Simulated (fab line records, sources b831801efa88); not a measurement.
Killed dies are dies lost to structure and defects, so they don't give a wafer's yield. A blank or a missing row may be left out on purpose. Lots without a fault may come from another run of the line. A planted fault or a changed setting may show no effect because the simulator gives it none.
A struck lot beside a sound one | flow gf180mcu | 41 steps out of a route of 602
Sound: wafers L395.1, L395.3, L395.5. Struck: wafers L398.1, L398.6. (L398.2 of the same lot was not struck and is left out.) The cause comes at the end.
At each step with rows: each side's tool, then ch and its chambers, then its first start. Under that, the readings that differ: sound wafers | struck wafers | difference of the means | sigmas: that difference in standard deviations of wafers without a fault.
alike: readings whose means differ by less than 2 such deviations, and words and numbers that are the same on both sides. not compared: withheld readings, readings that some wafer has no value for, bounds like >300 that may hide the same value, and numbers for which the record gives no deviation and whose values overlap.
The two part at a step that has a row with sigmas, a row that says differs or no value, or rows on one side only. Numbers that don't overlap but have no deviation are shown without sigmas and don't part them. A reading that every wafer of one side lacks parts them only if that side has two wafers or more.

GF_V4_RS_MEAS_24: measures by four-point-probe.
  sound on film_metro-03, day 25 17:35; struck on film_metro-04, day 26 11:17
  alike: V4_W_RS
GF_V4_THK_MEAS_25: measures by xrf.
  sound on film_metro-03, day 25 17:42; struck on film_metro-04, day 26 11:25
  alike: V4_W_THK
then, 1 step without rows for these wafers: GF_V4_CMP_26 (polishes, stops on SiO2, t overpolish 15 s, target thk 0 nm).
GF_MIM_SPUTTER_00: material Ti, target thk 37.5 nm, time 150 s.
  sound on pvd_sputter-01, day 25 18:04; struck on pvd_sputter-02, day 26 11:46
  alike: throttle_valve_pct
then, 2 steps without rows for these wafers: GF_MIM_SPUTTER_01 (material TiN, target thk 30 nm, time 25 s); GF_MIM_SPUTTER_02 (material AlCu, target thk 450 nm, time 23.9 s).
GF_MIM_SPUTTER_03: material Ti, target thk 10 nm, time 6.7 s.
  sound on pvd_sputter-01, day 25 18:13; struck on pvd_sputter-02, day 26 11:56
  alike: throttle_valve_pct
GF_MIM_SPUTTER_04: material TiN, target thk 50 nm, time 41.7 s.
  sound on pvd_sputter-01, day 25 18:14; struck on pvd_sputter-02, day 26 11:57
  alike: throttle_valve_pct
then, 1 step without rows for these wafers: GF_MIM_CVD_05 (deposits Si3N4, target thk 42 nm, time 29.086 s).
GF_MIM_THK_MEAS_06:
  sound on film_metro-03, day 25 18:19; struck on film_metro-02, day 26 12:01
  alike: MIM_CVD_05_THK
GF_MIM_SPUTTER_07: material TiN, target thk 60 nm, time 50 s.
  sound on pvd_sputter-02, day 25 18:23; struck on pvd_sputter-01, day 26 12:05
  alike: throttle_valve_pct
then, 1 step without rows for these wafers: GF_MIM_SPUTTER_08 (material AlCu, target thk 200 nm, time 10.6 s).
GF_MIM_SPUTTER_09: material TiN, target thk 35 nm, time 29.2 s.
  sound on pvd_sputter-02, day 25 18:26; struck on pvd_sputter-01, day 26 12:09
  reading                                 | sound             | struck      | difference | sigmas
  model.TiN_of_MIM_SPUTTER_09.thk_nm (nm) | 34.52 35.57 35.01 | 38.63 38.59 | +3.58      |
  alike: throttle_valve_pct
GF_MIM_RS_MEAS_10: measures by four-point-probe.
  sound on film_metro-03, day 25 18:32; struck on film_metro-02, day 26 12:11
  alike: MIM_ALCU_RS
GF_MIM_THK_MEAS_11: measures by xrf.
  sound on film_metro-03, day 25 18:39; struck on film_metro-02, day 26 12:18
  alike: MIM_ALCU_THK
then, 18 steps without rows for these wafers: GF_MIM_DEHYDRATE_12 (time 60 s); GF_MIM_HMDS_13 (prime time 60 s); GF_MIM_COAT_14 (resist thk 1000 nm); GF_MIM_SOFTBAKE_15 (time 60 s); GF_MIM_EXPOSE_16 (exposes mask FuseTop, target cd 2000 nm); GF_MIM_PEB_17; GF_MIM_DEVELOP_18 (develop time 60 s); GF_MIM_METAL_ETCH_19 (etches the open film in Cl2/BCl3, stops on Si3N4, target depth 324.5 nm, time 54.1 s); GF_MIM_STRIP_20 (strips in O2/N2); GF_MIM_STRIP_21 (strips in post etch residue remover, time 1200 s); GF_MIM_CLEAN_22 (cleans in DIW); GF_M5_DEHYDRATE_00 (time 60 s); GF_M5_HMDS_01 (prime time 60 s); GF_M5_COAT_02 (resist thk 1000 nm); GF_M5_SOFTBAKE_03 (time 60 s); GF_M5_EXPOSE_04 (exposes mask Metal5, target cd 280 nm); GF_M5_PEB_05 (peb time 90 s); GF_M5_DEVELOP_06 (develop time 60 s).
GF_M5_CD_MEAS_07: target cd 280 nm.
  sound on cd_sem-01, day 27 11:10; struck on cd_sem-01, day 28 05:38
  alike: cd_nm
GF_M5_OVL_MEAS_08:
  sound on overlay-01, day 27 11:17; struck on overlay-01, day 28 05:46
  alike: M5_OVL
then, 2 steps without rows for these wafers: GF_M5_ETCH_09 (etches Si3N4 in CF4/O2, target depth 52 nm, time 11.6 s); GF_M5_METAL_ETCH_10 (etches the open film in Cl2/BCl3, stops on SiO2, target depth 627.5 nm, time 104.6 s).
GF_M5_STRIP_11: strips in O2/N2.
  sound on plasma_asher-04 ch 0,1, day 27 11:28; struck on plasma_asher-02 ch 0,1, day 28 05:56
  reading               | sound             | struck      | difference | sigmas
  oes_product_au (a.u.) | 0.545 0.550 0.551 | 0.541 0.535 | -0.011     | -2
  alike: drypump_motor_current_A, heater_power_w, strip_time_to_endpoint_s
  not compared: rf_hours_counter_h
GF_M5_STRIP_12: strips in post etch residue remover, time 1200 s.
  sound on wet_bench-02 ch 0, day 27 11:34; struck on wet_bench-01 ch 2, day 28 06:02
  reading                                 | sound             | struck     | difference | sigmas
  model.TiN_of_MIM_SPUTTER_09.thk_nm (nm) | 33.67 34.72 34.16 | 37.8 37.76 | +3.6       |
then, 1 step without rows for these wafers: GF_M5_CLEAN_13 (cleans in DIW).
-- the record jumps here: 3 days lie between the struck wafers' starts before and after (it left off in module M5 and takes up again in module PASSIVATION, whose first step shown is number 602 of the route) --
GF_PASSIVATION_PROBE_99:
  the record has rows for the struck wafers here (prober-01, day 30 19:49) and none for the sound ones

WHERE THEY PART
First at GF_M5_STRIP_11; last, within this record, at GF_PASSIVATION_PROBE_99.

WHY: what the simulator had put in
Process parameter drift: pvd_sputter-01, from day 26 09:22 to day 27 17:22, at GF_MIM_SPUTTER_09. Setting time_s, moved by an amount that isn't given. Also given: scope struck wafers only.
